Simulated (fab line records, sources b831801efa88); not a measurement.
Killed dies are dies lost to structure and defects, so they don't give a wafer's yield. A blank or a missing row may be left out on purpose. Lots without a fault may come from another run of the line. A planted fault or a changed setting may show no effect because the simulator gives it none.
fab line records | flow sfq_line
record lots=5 wafers=14 last_day=94
route steps=325 shown INCOMING@1 L0@3
lots that met no fault: from a run of the same line without faults
start_h: hours from the record's first day to the start of the lot's first wafer shown | wait_h: hours since the lot's step before | " the same as in the row above | L1.1+2: a row that stands for several wafers | - no value, or no start given | * or withheld: withheld | < > ~ a bound
route shown NAME@n: a module of which the file shows steps, and the number in the route of the first | usual: mean/standard deviation of fault-free wafers | same: alike in all rows | chamber/n: place in a boat | sites: the reading at each site | _std_site: their standard deviation | _edge_site: outer sites' mean less inner sites' | radius_mm: how far each site lies from the wafer's centre | mask NAME#n: copy n | behind: the tool/chamber that last shaped the wafer | hold: why the lot was held/for how many hours/how that ended | device: the transistor (n, p or np) that didn't switch | end of line: the same wafers' tests at the end of the route | a step without rows: its recipe alone | killed: dies lost to structure and defects at the first sort, not the wafer's yield | map: a wafer's dies, x killed, . not, _ none there
set.NAME: the setting as run; set.NAME@STEP: as run at that earlier step | model.NAME: the simulator's own value behind a step, which no gauge read
lots at some steps of the route; a table a step, a row a wafer
services: from which hour (start_h, from the record's first day; less than 0 if before it) a tool's chamber was out of use, for how many hours, and why
## steps
# step SFQ_INCOMING_BOW_MEAS_900
# recipe mode=bow
# usual INCOMING_BOW=-1/6.2
# columns lot.wafer tool chamber start_h wait_h INCOMING_BOW[um]
L264.2 film_metro-02 - 20.02 - -4
L264.3 " - " " -1
L264.5 " - " " -12
L265.2 film_metro-04 - 25.02 - 1
L265.4 " - " " 4
L265.6 " - " " -7
L278.1 film_metro-03 - 90.00 - -1
L278.5 " - " " 7
L283.1 film_metro-03 - 115.00 - -2
L283.5 " - " " 2
L283.6 " - " " 0
L284.4 film_metro-04 - 120.06 - -3
L284.5 " - " " -1
L284.6 " - " " -8
# step SFQ_TRILAYER_INCOMING_OXIDATION_002
# recipe temp_c=1000 ambient=H2O target_thk_a=5000 p_h2o_torr=720 ox_time_s=4939
# step SFQ_TRILAYER_L0_DEP_SPUTTER_003
# recipe material=MoNx_KI base_pressure_pa=1.33e-06 target_thk_nm=40 power_w=800 time_s=100 chamber_pressure_pa=0.4
# usual throttle_valve_pct=30.6/1.1
# columns lot.wafer tool chamber start_h wait_h throttle_valve_pct
L264.2 pvd_sputter-05 - 22.49 0.0 30.7
L264.3 " - " " 31.3
L264.5 " - " " 28.0
L265.2 pvd_sputter-05 - 27.49 0.0 31.4
L265.4 " - " " 27.9
L265.6 " - " " 30.8
L278.1 pvd_sputter-05 - 92.49 0.0 28.0
L278.5 " - " " 30.9
L283.1 pvd_sputter-06 - 117.49 0.0 32.8
L283.5 " - " " 30.2
L283.6 " - " " 30.4
L284.4 pvd_sputter-05 - 122.49 0.0 31.3
L284.5 " - " " 31.2
L284.6 " - " " 30.9
# step SFQ_L0_RS_MEAS_901
# recipe thk_meas_gauge=four-point-probe reads=MoNx_KI_of_TRILAYER_L0_DEP_SPUTTER_003
# usual L0_MONX_KI_RS=43.3/0.41
# columns lot.wafer tool chamber start_h wait_h L0_MONX_KI_RS[ohm/sq]
L264.2 film_metro-03 - 22.58 0.1 44.2
L264.3 " - " " 43.7
L264.5 " - " " 43.6
L265.2 film_metro-02 - 27.58 0.1 43.5
L265.4 " - " " 43.0
L265.6 " - " " 43.3
L278.1 film_metro-01 - 92.56 0.0 43.8
L278.5 " - " " 43.8
L283.1 film_metro-02 - 117.56 0.0 43.9
L283.5 " - " " 43.8
L283.6 " - " " 44.2
L284.4 film_metro-03 - 122.62 0.1 43.1
L284.5 " - " " 43.1
L284.6 " - " " 42.7
# step SFQ_L0_THK_MEAS_902
# recipe thk_meas_gauge=xrf reads=MoNx_KI_of_TRILAYER_L0_DEP_SPUTTER_003
# usual L0_MONX_KI_THK=40.3/0.48
# columns lot.wafer tool chamber start_h wait_h L0_MONX_KI_THK[nm]
L264.2 film_metro-03 - 22.69 0.1 39.5
L264.3 " - " " 40.2
L264.5 " - " " 40.1
L265.2 film_metro-02 - 27.69 0.1 40.0
L265.4 " - " " 40.5
L265.6 " - " " 40.3
L278.1 film_metro-01 - 92.68 0.1 40.1
L278.5 " - " " 40.3
L283.1 film_metro-02 - 117.68 0.1 39.6
L283.5 " - " " 39.5
L283.6 " - " " 39.4
L284.4 film_metro-03 - 122.71 0.1 41.1
L284.5 " - " " 40.9
L284.6 " - " " 41.4
# step SFQ_TRILAYER_L0_LITHO_COAT_010
# recipe resist=BARC spin_rpm=3000 resist_thk_nm=62
# step SFQ_TRILAYER_L0_LITHO_COAT_005
# recipe resist=KrF spin_rpm=3000 resist_thk_nm=600
# step SFQ_TRILAYER_L0_LITHO_SOFTBAKE_009
# recipe temp_c=withheld time_s=withheld resist=KrF
# step SFQ_TRILAYER_L0_LITHO_EXPOSE_006
# recipe mask_id=L0 na=0.6 source_shape=conventional sigma_outer=0.65 target_cd_nm=2000 dose_mj=14.4
# step SFQ_TRILAYER_L0_LITHO_PEB_008
# recipe peb_temp_c=115 peb_time_s=60 resist=KrF
# step SFQ_TRILAYER_L0_LITHO_DEVELOP_007
# recipe time_s=60 resist=KrF
# step SFQ_TRILAYER_L0_BARC_OPEN_METAL_ETCH_010
# recipe mask_material=PR chemistry=O2 target_depth_nm=125 target=BARC icp_w=600 bias_w=80 pressure_mtorr=10 time_s=41.7
# usual drypump_motor_current_A=5.7/0.44 oes_product_au=0.685/0.0052
# columns lot.wafer tool chamber start_h wait_h drypump_motor_current_A oes_product_au rf_hours_counter_h model.KrF_of_TRILAYER_L0_LITHO_COAT_005.thk_nm
L264.2 rie_metal-01 1 90.98 0.1 5.4 0.691 82 517.8
L264.3 " 1 " " 5.4 0.693 - 520.9
L264.5 " 1 " " 5.4 0.688 - 518.9
L265.2 rie_metal-03 1 98.20 0.1 5.8 0.687 - 522.4
L265.4 " 1 " " 5.8 0.685 - 522.7
L265.6 " 1 " " 5.8 0.686 - 524.7
L278.1 rie_metal-03 1 178.58 0.1 5.8 0.687 164 542.5
L278.5 " 0 " " 5.5 0.681 - 540.1
L283.1 rie_metal-02 1 216.26 0.1 6.4 0.682 162 523.3
L283.5 " 1 " " 6.4 0.683 - 522
L283.6 " 0 " " 5.3 0.676 - 522.8
L284.4 rie_metal-02 0 222.27 0.1 5.3 0.671 - 521.1
L284.5 " 1 " " 6.4 0.684 - 521.1
L284.6 " 0 " " 5.3 0.689 - 524.4
# step SFQ_TRILAYER_L0_ETCH_METAL_ETCH_008
# recipe target=MoNx_KI stop_on=SiO2 mask_material=PR chemistry=SF6/O2 target_depth_nm=50 icp_w=600 bias_w=80 pressure_mtorr=10 time_s=25
# usual drypump_motor_current_A=5.7/0.43 oes_product_au=0.875/0.0064
# columns lot.wafer tool chamber start_h wait_h drypump_motor_current_A oes_product_au rf_hours_counter_h model.KrF_of_TRILAYER_L0_LITHO_COAT_005.thk_nm
L264.2 rie_metal-01 1 91.04 0.0 5.3 0.863 82 475.7
L264.3 " 1 " " 5.4 0.866 - 478.6
L264.5 " 1 " " 5.4 0.872 - 477
L265.2 rie_metal-03 1 98.32 0.1 5.8 0.870 - 480.2
L265.4 " 1 " " 5.8 0.886 - 480.5
L265.6 " 1 " " 5.8 0.879 - 482.5
L278.1 rie_metal-03 1 178.64 0.0 5.7 0.876 164 500.8
L278.5 " 0 " " 5.5 0.864 - 497.6
L283.1 rie_metal-02 1 216.31 0.0 6.5 0.874 162 481.4
L283.5 " 1 " " 6.5 0.867 - 479.8
L283.6 " 0 " " 5.3 0.865 - 481.4
L284.4 rie_metal-02 0 222.33 0.0 5.3 0.878 - 479.3
L284.5 " 1 " " 6.5 0.881 - 478.6
L284.6 " 0 " " 5.3 0.877 - 482.6
# step SFQ_TRILAYER_L0_STRIP_STRIP_009
# recipe gas=O2 power_w=200 platen_temp_c=40 overash_fraction=0.65 chemistry=O2 pressure_mtorr=50
# usual drypump_motor_current_A=5.7/0.44 oes_product_au=1.004/0.0097
# columns lot.wafer tool chamber start_h wait_h drypump_motor_current_A oes_product_au rf_hours_counter_h
L264.2 rie_metal-01 1 91.09 0.0 5.4 1.010 82
L264.3 " 1 " " 5.4 1.020 -
L264.5 " 1 " " 5.3 1.009 -
L265.2 rie_metal-03 1 98.59 0.3 5.8 1.003 -
L265.4 " 1 " " 5.8 1.018 -
L265.6 " 1 " " 5.8 1.014 -
L278.1 rie_metal-03 1 178.69 0.0 5.8 1.004 165
L278.5 " 0 " " 5.5 1.011 -
L283.1 rie_metal-02 1 216.36 0.0 6.4 1.011 162
L283.5 " 1 " " 6.4 1.019 -
L283.6 " 0 " " 5.3 0.997 -
L284.4 rie_metal-02 0 222.56 0.2 5.3 1.008 -
L284.5 " 1 " " 6.5 1.017 -
L284.6 " 0 " " 5.3 0.996 -
## services
# columns tool chamber start_h hours kind
rie_metal-01 - 13.64 1.4 pm
rie_metal-02 - 23.31 2.8 pm
pvd_sputter-05 - 25.61 1.8 repair
pvd_sputter-05 - 30.42 9.4 repair
rie_metal-03 - 66.95 0.1 repair
rie_metal-02 - 84.81 14.6 pm
pvd_sputter-06 - 87.58 5.3 repair
rie_metal-03 0 95.85 11.9 repair
rie_metal-02 0 99.41 - clean
rie_metal-02 0 99.41 - consumable_replace:focus_ring
rie_metal-02 0 99.41 19.2 scheduled_down
rie_metal-02 0 99.41 19.2 vent_cycle
rie_metal-03 0 107.76 - clean
rie_metal-03 0 107.76 - consumable_replace:focus_ring
rie_metal-03 0 107.76 14.0 scheduled_down
rie_metal-03 0 107.76 14.0 vent_cycle
rie_metal-03 - 112.99 4.0 pm
rie_metal-03 0 146.80 10.5 repair
rie_metal-01 0 158.90 4.6 repair
pvd_sputter-05 - 164.07 10.1 repair
pvd_sputter-06 - 171.91 7.9 repair
pvd_sputter-06 - 177.77 2.8 repair
pvd_sputter-05 1 183.99 - consumable_replace:kit
rie_metal-02 - 203.10 0.6 repair
## key
first_sign none at tools or gauges
model_effect step=SFQ_TRILAYER_L0_BARC_OPEN_METAL_ETCH_010 value=KrF_of_TRILAYER_L0_LITHO_COAT_005.thk_nm without=524.1 struck=541.3
model_effect step=SFQ_TRILAYER_L0_ETCH_METAL_ETCH_008 value=KrF_of_TRILAYER_L0_LITHO_COAT_005.thk_nm without=482 struck=499.2
met_at SFQ_TRILAYER_L0_BARC_OPEN_METAL_ETCH_010
struck_wafers L278.1,L278.5
onset_between 98.20 178.58
fault kind=process_parameter_drift tool=rie_metal-03 chamber=- onset_h=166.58 steps=SFQ_TRILAYER_L0_BARC_OPEN_METAL_ETCH_010 channel=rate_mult offset=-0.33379 shape=step end_h=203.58 scope=struck_wafers_only
